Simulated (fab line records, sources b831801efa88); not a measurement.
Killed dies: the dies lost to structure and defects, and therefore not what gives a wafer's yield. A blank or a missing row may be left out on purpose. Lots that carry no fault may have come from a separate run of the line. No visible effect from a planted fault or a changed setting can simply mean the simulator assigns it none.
Struck lot and sound lot, side by side || flow sky130 || 43 out of 708 route steps
Sound: wafers L602.2, L602.3, L602.6. Struck: wafer L609.6. (L609.3, L609.4 of the same lot were not struck and are left out.) The cause comes at the end.
Each step with rows lists, per side, the tool, then ch with its chambers, then its first start. Under that, the readings that differ: sound wafers || struck wafers || difference of the means || sigmas: that difference in standard deviations of wafers without a fault.
alike: same words and numbers on both sides, and readings whose means sit less than 2 such deviations apart. not compared: any withheld reading, any reading some wafer has no value for, any bound like >300 that may hide the same value, and any number with overlapping values for which the record gives no deviation.
A row with sigmas, a row that says differs or no value, or rows on one side alone: a step with any of these is where the two part. Numbers that have no deviation but don't overlap get no sigmas and don't part them. Lack of a reading on every wafer of one side parts them only where that side has two or more wafers.

first, 6 steps without rows for these wafers: SKY_VIA4_STRIP_13 (strips in O2/N2); SKY_VIA4_STRIP_14 (strips in post etch residue remover, time 1200 s); SKY_VIA4_CLEAN_15 (cleans in IPA, time 180 s); SKY_VIA4_CLEAN_16 (cleans in O3/DIW); SKY_VIA4_SPUTTER_17 (material TiN, target thk 20 nm, time 80 s); SKY_VIA4_CVD_18 (deposits W, target thk 505 nm, time 152.14 s).
SKY_VIA4_RS_MEAS_19: measurement is done with a four-point probe.
  sound on film metro-01, day 43 18:08; struck on film metro-01, day 45 15:29
  alike: VIA4_W_RS
SKY_VIA4_THK_MEAS_20: measures by xrf.
  sound on film metro-01, day 43 18:15; struck on film metro-01, day 45 15:35
  alike: VIA4_W_THK
then, 3 steps without rows for these wafers: SKY_VIA4_CMP_21 (polishes, stops on SiO2, t overpolish 25 s, target thk 0 nm); SKY_METAL5_SPUTTER_00 (material Ti, target thk 15 nm, time 10 s); SKY_METAL5_SPUTTER_01 (material TiN, target thk 20 nm, time 16.7 s).
SKY_METAL5_SPUTTER_02: material AlCu, target thk 1150 nm, time 61.2 s.
  sound on pvd sputter-04, day 43 18:38; struck on pvd sputter-04, day 45 15:58
  alike: throttle valve pct
SKY_METAL5_SPUTTER_03: material Ti, target thk 5 nm, time 3.3 s.
  sound on pvd sputter-04, day 43 18:41; struck on pvd sputter-04, day 45 16:01
  alike: throttle valve pct
then, 1 step without rows for these wafers: SKY_METAL5_SPUTTER_04 (material TiN, target thk 70 nm, time 58.3 s).
SKY_METAL5_RS_MEAS_05: measurement is done with a four-point probe.
  sound on film metro-03, day 43 18:47; struck on film metro-02, day 45 16:08
  alike: METAL5_ALCU_RS
SKY_METAL5_THK_MEAS_06: measures by xrf.
  sound on film metro-03, day 43 18:53; struck on film metro-02, day 45 16:14
{"reading": "METAL5_ALCU_THK (nm)", "sound": "1115 1112 1118", "struck": 1144, "difference": "+29", "sigmas": "+2"}
then, 7 steps without rows for these wafers: SKY_METAL5_DEHYDRATE_07 (time 60 s); SKY_METAL5_HMDS_08 (prime time 60 s); SKY_METAL5_COAT_09 (resist thk 1800 nm); SKY_METAL5_SOFTBAKE_10 (time 60 s); SKY_METAL5_EXPOSE_11 (exposes mask MM5, target cd 1600 nm); SKY_METAL5_PEB_12; SKY_METAL5_DEVELOP_13 (develop time 60 s).
SKY_METAL5_DESCUM_14: chemistry O2, time 11 s.
  sound on rie metal-03 ch 0,1, day 44 18:00; struck on rie metal-01 ch 0, day 46 12:43
  alike: chamber pressure mTorr, drypump motor current A, oes product au
  not compared: rf hours counter h
SKY_METAL5_METAL_ETCH_15: etches the open film in Cl2/BCl3, stops on SiO2, target depth 1260 nm, time 261.4 s.
  sound on rie metal-03 ch 0,1, day 44 18:02; struck on rie metal-01 ch 0, day 46 12:49
  alike: bcl3 flow sccm, chamber pressure mTorr, drypump motor current A, oes product au, throttle valve pct
  not compared: rf hours counter h
then, 4 steps without rows for these wafers: SKY_METAL5_STRIP_16 (strips in O2/N2); SKY_METAL5_STRIP_17 (strips in post etch residue remover, time 1200 s); SKY_METAL5_CLEAN_18 (cleans in IPA, time 180 s); SKY_METAL5_CLEAN_19 (cleans in O3/DIW).
SKY_PASSIVATION_CVD_00: deposits SiO2, target thk 90 nm.
  sound on pecvd-01 ch 0,1, day 44 18:52; struck on pecvd-02 ch 0, day 46 13:34
  alike: heater power w
SKY_PASSIVATION_THK_MEAS_01:
  sound on film metro-01, day 44 18:54; struck on film metro-01, day 46 13:37
  alike: PASSIVATION_CVD_00_THK
then, 1 step without rows for these wafers: SKY_PASSIVATION_CVD_02 (deposits Si3N4, target thk 540 nm).
SKY_PASSIVATION_THK_MEAS_03:
  sound on film metro-02, day 44 19:11; struck on film metro-02, day 46 13:54
  alike: PASSIVATION_CVD_02_THK
then, 8 steps without rows for these wafers: SKY_PASSIVATION_DEHYDRATE_04 (time 60 s); SKY_PASSIVATION_HMDS_05 (prime time 60 s); SKY_PASSIVATION_COAT_06 (resist thk 3000 nm); SKY_PASSIVATION_SOFTBAKE_07; SKY_PASSIVATION_EXPOSE_08 (exposes mask NSM, target cd 3000 nm); SKY_PASSIVATION_PEB_09; SKY_PASSIVATION_DEVELOP_10 (develop time 60 s); SKY_PASSIVATION_ETCH_11 (etches the open film in CF4/O2, stops on AlCu, target depth 725 nm, time 161.1 s).
SKY_PASSIVATION_STRIP_12: strips in O2/N2.
  sound on plasma asher-02 ch 0,1, day 45 17:19; struck on plasma asher-01 ch 1, day 47 10:44
{"reading": "strip time to endpoint s (s)", "sound": "31.42 31.28 31.31", "struck": 31.74, "difference": "+0.40", "sigmas": "+3"}
  alike: chamber pressure mTorr, drypump motor current A, n2 flow sccm, oes product au
  not compared: rf hours counter h
SKY_PAD_OPEN_PROBE_99:
  sound on prober-02, day 46 16:42; struck on prober-01, day 48 06:47
{"reading": "defect limited yield (%)", "sound": "81.3 81.1 81.5", "struck": 71.7, "difference": -9.6, "sigmas": -4}
{"reading": "killed_at_M0_to_M3", "sound": "45 56 52", "struck": 32, "difference": -19, "sigmas": -3}
{"reading": "killed_at_M4_up", "sound": "6 2 1", "struck": 75, "difference": "+72", "sigmas": "+38"}
{"reading": "killed dies", "sound": "92 93 91", "struck": 139, "difference": "+47", "sigmas": "+4"}
{"reading": "sort_bin_3_pad_short (%)", "sound": "0.8 1.4 0.2", "struck": 5.5, "difference": "+4.7", "sigmas": "+11"}
{"reading": "sort_bin_5_function (%)", "sound": "10.2 10.8 11.4", "struck": 16.5, "difference": "+5.7", "sigmas": "+4"}
{"reading": "sort n pass", "sound": "400 399 401", "struck": 353, "difference": -47, "sigmas": -4}
{"reading": "sort yield pct (%)", "sound": "81.3 81.1 81.5", "struck": 71.7, "difference": -9.6, "sigmas": -4}
{"reading": "model.etest.tester.sort n pass", "sound": "400 399 401", "struck": 353, "difference": -47, "sigmas": ""}
{"reading": "model.etest.tester.sort yield pct (%)", "sound": "81.3 81.1 81.5", "struck": 71.75, "difference": -9.55, "sigmas": ""}
{"reading": "model.etest.tester.sort_bin_5_pct (%)", "sound": "10.16 10.77 11.38", "struck": 16.46, "difference": "+5.69", "sigmas": ""}
{"reading": "model.etest.tester.sort_bin_3_pct (%)", "sound": "0.813 1.423 0.2033", "struck": 5.488, "difference": "+4.675", "sigmas": ""}
  alike: killed at contacts, killed at front end, killed at other, killed open, killed short, sort_bin_6_memory

== WHERE THEY PART ==
At SKY_METAL5_THK_MEAS_06 first; at SKY_PAD_OPEN_PROBE_99 last (within this record only).

WHY: what the simulator had put in
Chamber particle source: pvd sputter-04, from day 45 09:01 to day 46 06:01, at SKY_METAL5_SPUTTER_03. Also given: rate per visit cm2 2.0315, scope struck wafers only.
